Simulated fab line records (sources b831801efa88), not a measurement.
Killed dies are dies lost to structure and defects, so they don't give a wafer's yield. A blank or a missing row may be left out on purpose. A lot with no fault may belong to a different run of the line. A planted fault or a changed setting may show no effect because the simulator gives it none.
A struck lot beside a sound one | flow sky130 | 18 steps out of a route of 708
Sound: the wafers L816.2, L816.4, L816.6. Struck: wafer L808.3. (L808.2 of the same lot was not struck and is left out.) The cause comes at the end.
Each step with rows lists, per side, the tool, then ch with its chambers, then its first start. Under that, the readings that differ: sound wafers | struck wafers | difference of the means | sigmas: that difference in standard deviations of wafers without a fault.
alike: a reading whose means differ by less than 2 such deviations, as well as words and numbers matching on both sides. not compared: withheld readings; readings where some wafer has no value; bounds like >300 that might hide an equal value; numbers whose values overlap and for which the record gives no deviation.
A row with sigmas, a row that says differs or no value, or rows on one side alone: a step with any of these is where the two part. Numbers that don't overlap but have no deviation are shown without sigmas and don't part them. A reading that every wafer of one side lacks parts them only if that side has two wafers or more.

first, 3 steps without rows for these wafers: SKY_LI_CONTACT_EXPOSE_09 (exposes mask LICM1, target cd 170 nm); SKY_LI_CONTACT_PEB_10; SKY_LI_CONTACT_DEVELOP_11 (develop time 60 s).
SKY_LI_CONTACT_CD_MEAS_12: target cd 170 nm.
  sound on cd_sem-01 at day 34 21:05; struck on cd_sem-02 at day 33 04:31
  alike: cd_nm
SKY_LI_CONTACT_OVL_MEAS_13:
  sound on overlay-01 at day 34 21:12; struck on overlay-02 at day 33 04:37
  alike: LI_CONTACT_OVL
SKY_LI_CONTACT_ETCH_14: etches BARC in N2/H2, stops on SiO2, time 45.9 s, target depth 60 nm.
  sound on rie_diel-03 ch 0,3, day 34 21:14; struck on rie_diel-04 ch 0, day 33 04:39
  reading                     | sound       | struck | difference | sigmas
  drypump_motor_current_A (A) | 5.8 5.8 5.8 | 4.9    | -0.9       | -2
  alike: oes_product_au, throttle_valve_pct
  not compared: rf_hours_counter_h
SKY_LI_CONTACT_ETCH_15: etches PSG in C4F8/O2/Ar, stops on Si, target depth 600 nm.
  sound on rie_diel-03 ch 0,3, day 34 21:16; struck on rie_diel-04 ch 0, day 33 04:42
  alike: oes_product_au
SKY_LI_CONTACT_STRIP_16: strips in O2/N2.
  sound on plasma_asher-03 ch 0,1, day 34 21:22; struck on plasma_asher-02 ch 0, day 33 04:47
  alike: drypump_motor_current_A, oes_product_au, strip_time_to_endpoint_s
  not compared: rf_hours_counter_h
then, 2 steps without rows for these wafers: SKY_LI_CONTACT_CLEAN_17 (cleans in NMP, time 600 s); SKY_LI_CONTACT_PRE_CLEAN_18 (time 5.6 s).
SKY_LI_CONTACT_SPUTTER_19: material Ti, target thk 20 nm, time 106.37 s.
  sound on pvd_sputter-02 at day 34 21:39; struck on pvd_sputter-02 at day 33 05:05
  alike: chamber_pressure_pa, throttle_valve_pct
SKY_LI_CONTACT_SPUTTER_20: material TiN, target thk 20 nm, time 80 s.
  sound on pvd_sputter-02 at day 34 21:44; struck on pvd_sputter-02 at day 33 05:09
  alike: chamber_pressure_pa, throttle_valve_pct
SKY_LI_CONTACT_CVD_21: deposits W, target thk 400 nm, time 120.56 s.
  sound on cvd_w-01 ch 0,1, day 34 21:47; struck on cvd_w-02 ch 1, day 33 05:19
  reading                                  | sound             | struck | difference | sigmas
  model.W_of_LI_CONTACT_CVD_21.thk_nm (nm) | 411.9 402.7 406.4 | 564    | +157       |
  alike: heater_power_w
SKY_LI_CONTACT_RS_MEAS_22: a four-point-probe measurement.
  sound on film_metro-03 at day 34 21:56; struck on film_metro-02 at day 33 05:44
  reading                  | sound             | struck | difference | sigmas
  LI_CONTACT_W_RS (ohm/sq) | 0.277 0.283 0.280 | 0.202  | -0.078     | -21
  not compared: hold
SKY_LI_CONTACT_THK_MEAS_23: measures by xrf.
  sound on film_metro-03 at day 34 22:02; struck on film_metro-02 at day 33 09:57
  not compared: hold, LI_CONTACT_W_THK
SKY_LI_CONTACT_CMP_24: polishes, stops on PSG, t overpolish 20 s, target thk 0 nm.
  sound on cmp-02 ch 0,3, day 34 22:08; struck on cmp-02 ch 2, day 33 15:08
  reading                | sound      | struck                   | difference                   | sigmas
  hold                   | - - -      | await_dispo/4.8h/release | no value on the sound wafers |
  time_to_endpoint_s (s) | 104 96 103 | 136                      | +35                          | +8
  alike: motor_current_A, platen_rpm
then, 1 step without rows for these wafers: SKY_LOCAL_INTERCONNECT_SPUTTER_00 (material TiN, target thk 100 nm, time 83.3 s).
-- a jump in the record: the struck wafers' starts before and after are 15 days apart (it breaks off in module LOCAL_INTERCONNECT and resumes in module PAD_OPEN, where the first step shown is number 708 of the route) --
SKY_PAD_OPEN_PROBE_99:
  record: rows for the struck wafers here (prober-02, day 48 14:16), none for the sound ones

WHERE THEY PART
At SKY_LI_CONTACT_ETCH_14 first; at SKY_PAD_OPEN_PROBE_99 last (within this record only).

WHY: what had been put in by the simulator
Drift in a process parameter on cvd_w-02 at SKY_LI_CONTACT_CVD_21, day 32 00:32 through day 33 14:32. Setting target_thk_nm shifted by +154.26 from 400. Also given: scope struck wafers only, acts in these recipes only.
